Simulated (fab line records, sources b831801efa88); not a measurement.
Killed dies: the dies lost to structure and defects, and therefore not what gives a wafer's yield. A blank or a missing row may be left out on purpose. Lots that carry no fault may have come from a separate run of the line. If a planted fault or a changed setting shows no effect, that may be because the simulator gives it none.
Struck lot and sound lot, side by side ; flow sky130 ; 14 out of 708 route steps
Sound: these wafers, L774.1, L774.2, L774.4. Struck: wafers L787.1, L787.3, L787.5. The cause is named last.
Per side, at each step with rows, come the tool, then ch with its chambers, and then its first start. Under that, the readings that differ: sound wafers ; struck wafers ; difference of the means ; sigmas: that difference in standard deviations of wafers without a fault.
alike: a reading whose means differ by less than 2 such deviations, as well as words and numbers matching on both sides. not compared: withheld readings; readings where some wafer has no value; bounds like >300 that might hide an equal value; numbers whose values overlap and for which the record gives no deviation.
Wherever a step has rows on one side only, a row that says differs or no value, or a row with sigmas, the two part there. Non-overlapping numbers with no deviation appear without sigmas and do not part them. A reading missing from all wafers of one side parts the sides only when that side holds two or more wafers.

SKY_CONTACT_CVD_00: deposits Si3N4, target thk 75 nm.
  sound on pecvd-01 ch 0,1, day 33 16:06; struck on pecvd-01 ch 1,2, day 38 00:07
  alike: heaterPowerW
SKY_CONTACT_THK_MEAS_01:
  sound on filmMetro-03 at day 33 16:08; struck on filmMetro-03 at day 38 00:08
  alike: CONTACT_CVD_00_THK
then, 1 step without rows for these wafers: SKY_CONTACT_HDPCVD_02 (deposits SiO2, target thk 565 nm, time 94.2 s).
SKY_CONTACT_THK_MEAS_03:
  sound on filmMetro-01 at day 33 16:16; struck on filmMetro-01 at day 38 00:16
  alike: CONTACT_HDPCVD_THK
SKY_CONTACT_CMP_04: polishes SiO2.
  sound on cmp-01 ch 0,1,2, day 33 16:19; struck on cmp-02 ch 1,3, day 38 00:23
  alike: motorCurrentA, timeToEndpointS
SKY_CONTACT_BOW_MEAS_05:
  sound on filmMetro-01 at day 33 16:37; struck on filmMetro-02 at day 38 00:38
  alike: CONTACT_BOW
then, 6 steps without rows for these wafers: SKY_CONTACT_DEHYDRATE_06 (time 60 s); SKY_CONTACT_HMDS_07 (prime time 60 s); SKY_CONTACT_COAT_08 (resist thk 60 nm); SKY_CONTACT_COAT_09 (resist thk 450 nm); SKY_CONTACT_SOFTBAKE_10 (time 90 s); SKY_CONTACT_EXPOSE_11 (exposes mask CTM1, target cd 170 nm).
SKY_CONTACT_PEB_12:
  struck on lithoTrack-02, day 39 02:00; sound on lithoTrack-03 ch 0, day 34 18:00
reading;sound;struck;difference;sigmas
exhaustPa (Pa);45.1 45.9 45.1;- - -;no value on the struck wafers;
  not compared: chillPlateTempC
then, 1 step without rows for these wafers: SKY_CONTACT_DEVELOP_13 (develop time 60 s).

## WHERE THEY PART
Only at SKY_CONTACT_PEB_12, within this record.

WHY: whatever the simulator had introduced
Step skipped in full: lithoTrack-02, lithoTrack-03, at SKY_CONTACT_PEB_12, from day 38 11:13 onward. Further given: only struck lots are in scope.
